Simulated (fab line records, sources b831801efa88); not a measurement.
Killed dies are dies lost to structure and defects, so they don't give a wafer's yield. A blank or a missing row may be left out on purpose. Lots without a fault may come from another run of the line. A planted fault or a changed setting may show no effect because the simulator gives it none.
A struck lot beside a sound one | flow sky130 | 16 steps out of a route of 708
Sound: wafers L591.1, L591.3, L591.4. Struck: wafer L602.6. (L602.4, L602.5 of the same lot were not struck and are left out.) The cause comes at the end.
At each step with rows: each side's tool, then ch and its chambers, then its first start. Under that, the readings that differ: sound wafers | struck wafers | difference of the means | sigmas: that difference in standard deviations of wafers without a fault.
alike: readings whose means differ by less than 2 such deviations, and words and numbers that are the same on both sides. not compared: withheld readings, readings that some wafer has no value for, bounds like >300 that may hide the same value, and numbers for which the record gives no deviation and whose values overlap.
The two part at a step that has a row with sigmas, a row that says differs or no value, or rows on one side only. Numbers that don't overlap but have no deviation are shown without sigmas and don't part them. A reading that every wafer of one side lacks parts them only if that side has two wafers or more.

SKY_METAL5_SPUTTER_03: material Ti, target thk 5 nm, time 3.3 s.
  sound on pvd_sputter-02, day 43 09:01; struck on pvd_sputter-03, day 46 08:49
  alike: throttle_valve_pct
SKY_METAL5_SPUTTER_04: material TiN, target thk 70 nm, time 58.3 s.
  sound on pvd_sputter-02, day 43 09:02; struck on pvd_sputter-03, day 46 08:50
  alike: throttle_valve_pct
SKY_METAL5_RS_MEAS_05: measures by four-point-probe.
  sound on film_metro-03, day 43 09:05; struck on film_metro-02, day 46 08:56
  alike: METAL5_ALCU_RS
SKY_METAL5_THK_MEAS_06: measures by xrf.
  sound on film_metro-03, day 43 09:12; struck on film_metro-02, day 46 09:01
  alike: METAL5_ALCU_THK
then, 7 steps without rows for these wafers: SKY_METAL5_DEHYDRATE_07 (time 60 s); SKY_METAL5_HMDS_08 (prime time 60 s); SKY_METAL5_COAT_09 (resist thk 1800 nm); SKY_METAL5_SOFTBAKE_10 (time 60 s); SKY_METAL5_EXPOSE_11 (exposes mask MM5, target cd 1600 nm); SKY_METAL5_PEB_12; SKY_METAL5_DEVELOP_13 (develop time 60 s).
SKY_METAL5_DESCUM_14: chemistry O2, time 11 s.
  sound on rie_metal-04 ch 0,1, day 44 07:23; struck on rie_metal-03 ch 1, day 47 05:17
  alike: drypump_motor_current_A, oes_product_au
  not compared: rf_hours_counter_h
SKY_METAL5_METAL_ETCH_15: etches the open film in Cl2/BCl3, stops on SiO2, target depth 1260 nm, time 252 s.
  sound on rie_metal-04 ch 0,1, day 44 07:25; struck on rie_metal-03 ch 1, day 47 05:23
  reading                                     | sound             | struck | difference | sigmas
  oes_product_au (a.u.)                       | 0.897 0.890 0.892 | 0.816  | -0.077     | -14
  model.NOVOLAK_of_METAL5_COAT_09.thk_nm (nm) | 1022 1011 1026    | 1260   | +240       |
  model.METAL5.feature_depth_nm (nm)          | 1261 1254 1267    | 1062   | -199       |
  model.etch.depth_nm (nm)                    | 1261 1254 1267    | 1062   | -199       |
  alike: drypump_motor_current_A, throttle_valve_pct
  not compared: rf_hours_counter_h
SKY_METAL5_STRIP_16: strips in O2/N2.
  sound on plasma_asher-03 ch 0,1, day 44 07:39; struck on plasma_asher-04 ch 1, day 47 05:35
  reading                      | sound             | struck | difference | sigmas
  strip_time_to_endpoint_s (s) | 12.92 12.79 12.97 | 15.61  | +2.72      | +16
  alike: drypump_motor_current_A, oes_product_au
  not compared: rf_hours_counter_h
then, 1 step without rows for these wafers: SKY_METAL5_STRIP_17 (strips in post etch residue remover, time 1200 s).
SKY_PAD_OPEN_PROBE_99:
  sound on prober-02, day 46 05:48; struck on prober-02, day 48 22:35
  reading                  | sound     | struck | difference | sigmas
  defect_limited_yield (%) | 83.5 82.5 | 0      | -83        | -44
  killed_at_M4_up          | 4 0       | 409    | +407       | +99 or more
  killed_dies              | 81 86     | 492    | +408       | +44
  killed_on_rim            | 18 17     | 96     | +78        | +22
  sort_bin_5_function (%)  | 8.7 10.2  | 94.3   | +84.8      | +57
  sort_n_pass              | 411 406   | 0      | -408       | -44
  sort_yield_pct (%)       | 83.5 82.5 | 0      | -83        | -44
  alike: killed_at_M0_to_M3, killed_at_contacts, killed_at_front_end, killed_at_other, killed_open, killed_short, sort_bin_3_pad_short, sort_bin_6_memory

WHERE THEY PART
First at SKY_METAL5_METAL_ETCH_15; last, within this record, at SKY_PAD_OPEN_PROBE_99.

WHY: what the simulator had put in
Process parameter drift: rie_metal-03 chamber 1, from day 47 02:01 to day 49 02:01, at SKY_METAL5_METAL_ETCH_15. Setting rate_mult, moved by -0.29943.
